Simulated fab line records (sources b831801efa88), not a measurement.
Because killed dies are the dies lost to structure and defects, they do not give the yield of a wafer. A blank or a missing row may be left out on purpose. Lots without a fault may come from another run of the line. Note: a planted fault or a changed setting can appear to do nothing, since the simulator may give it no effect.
Which of the tools did it? + flow sky130 + Sampling: 12 lots, 36 wafers, 3 of 708 route steps

== WHAT EACH GAUGE READ, for each wafer ==
SKY_VIA2_THK_MEAS_01. Usual: for VIA2_HDPCVD_THK the level is 1183 nm and the standard deviation is 13.
| lot  | measured     | on            | VIA2_HDPCVD_THK (nm) | flag |
|------|--------------|---------------|----------------------|------|
| L380 | day 34 14:04 | film metro-03 | 1165 1185 1199       |      |
| L381 | day 34 19:13 | film metro-03 | 1169 1188 1175       |      |
| L382 | day 35 07:58 | film metro-03 | 1172 1161 1177       |      |
| L383 | day 35 19:11 | film metro-03 | 1211 1194 1198       |      |
| L384 | day 37 01:36 | film metro-02 | 1172 1163 1175       |      |
| L386 | day 37 01:53 | film metro-03 | 1209 1218 1211       |      |
| L385 | day 37 03:34 | film metro-03 | 1204 1199 1216       |      |
| L387 | day 37 07:44 | film metro-02 | 1201 1212 1209       |      |
| L388 | day 37 09:34 | film metro-03 | 1175 1170 1183       |      |
| L389 | day 38 14:14 | film metro-01 | 1204 1188 1191       |      |
| L395 | day 39 15:47 | film metro-01 | 1186 1176 1175       |      |
| L403 | day 41 21:28 | film metro-01 | 1183 1181 1186       |      |

SKY_CAPM_THK_MEAS_01. Usual: for CAPM_CVD_00_THK the level is 15.53 nm and the standard deviation is 0.22.
| lot  | measured     | on            | CAPM_CVD_00_THK (nm) | flag |
|------|--------------|---------------|----------------------|------|
| L380 | day 35 19:31 | film metro-03 | 15.66 15.65 15.96    |      |
| L381 | day 36 00:35 | film metro-03 | 15.64 15.81 16.00    |      |
| L382 | day 36 13:33 | film metro-03 | 15.49 15.74 15.87    |      |
| L383 | day 36 23:46 | film metro-03 | 15.41 15.29 15.60    |      |
| L384 | day 38 07:20 | film metro-03 | 15.52 15.45 15.27    |      |
| L386 | day 38 07:41 | film metro-03 | 15.53 15.71 15.90    |      |
| L385 | day 38 08:32 | film metro-01 | 15.15 15.35 15.75    |      |
| L387 | day 38 12:43 | film metro-03 | 15.33 15.67 15.65    |      |
| L388 | day 38 15:00 | film metro-01 | 15.40 15.63 15.67    |      |
| L389 | day 39 17:07 | film metro-04 | 15.37 15.89 15.58    |      |
| L395 | day 40 17:44 | film metro-03 | 15.85 16.14 16.35    |      |
| L403 | day 42 22:25 | film metro-01 | 15.62 15.97 15.64    |      |

== WHICH TOOL RAN EACH LOT (tool, then ch and the chambers of the sampled wafers, then the start) ==
| lot  | SKY_VIA2_CMP_02               |
|------|-------------------------------|
| L380 | cmp-02 ch 0,3, day 34 14:09   |
| L381 | cmp-02 ch 0,1, day 34 19:19   |
| L382 | cmp-01 ch 0,2, day 35 08:04   |
| L383 | cmp-01 ch 0,1,2, day 35 19:18 |
| L384 | cmp-02 ch 1,2, day 37 01:41   |
| L386 | cmp-01 ch 1,3, day 37 01:59   |
| L385 | cmp-02 ch 1,3, day 37 03:38   |
| L387 | cmp-02 ch 1,2, day 37 07:48   |
| L388 | cmp-01 ch 0,1,2, day 37 09:38 |
| L389 | cmp-01 ch 0,2,3, day 38 14:18 |
| L395 | cmp-02 ch 2,3, day 39 15:50   |
| L403 | cmp-02 ch 0,1,3, day 41 21:34 |
- SKY_VIA2_CMP_02: polishes SiO2.

== AS READ BY THE TOOLS THEMSELVES (means over the sampled wafers that have a number; for cases with no such wafer, the mark the record gives instead) ==
SKY_VIA2_CMP_02. Usual: motor current A 12.3 A, standard deviation 1.2; platen rpm 59.99 rpm, standard deviation 0.046; slurry flow ml min 149.9, standard deviation 0.48.
| lot  | tool   | motor current A (A) | platen rpm (rpm) | slurry flow ml min | flag |
|------|--------|---------------------|------------------|--------------------|------|
| L380 | cmp-02 | 11.4                | 59.99            | 150.4              |      |
| L381 | cmp-02 | 12.7                | 59.92            | 150.7              |      |
| L382 | cmp-01 | 11.8                | 60.03            | 150.4              |      |
| L383 | cmp-01 | 12.1                | 60.00            | 149.4              |      |
| L384 | cmp-02 | 13.2                | 60.02            | 149.8              |      |
| L386 | cmp-01 | 12.1                | 59.98            | 149.2              |      |
| L385 | cmp-02 | 12.3                | 59.98            | 150.2              |      |
| L387 | cmp-02 | 13.1                | 60.02            | 150.2              |      |
| L388 | cmp-01 | 13.0                | 60.00            | 149.8              |      |
| L389 | cmp-01 | 12.2                | 60.03            | 150.5              |      |
| L395 | cmp-02 | 12.2                | 60.00            | 149.6              |      |
| L403 | cmp-02 | 11.7                | 60.02            | 149.6              |      |

== THE ANSWER, worked out from the rows above alone ==
Rule: a lot is off if the mean of its wafers that have a number lies more than 3 standard deviations from the usual mean. Also off: a lot with no number at a reading for which 4 or more lots have one. Where the step has rows for the other lots, those lots are counted as sound. Order of review: gauges by route order, followed by the tools' own readings, for which a lot's mean as printed above is used. At the first step where some lot is off, the reading lying furthest off is the one used; lots without a number count as furthest.
Across all readings shown, no lot is off: no conclusion can be drawn from this.

== WHAT HAD BEEN PUT IN BY THE SIMULATOR ==
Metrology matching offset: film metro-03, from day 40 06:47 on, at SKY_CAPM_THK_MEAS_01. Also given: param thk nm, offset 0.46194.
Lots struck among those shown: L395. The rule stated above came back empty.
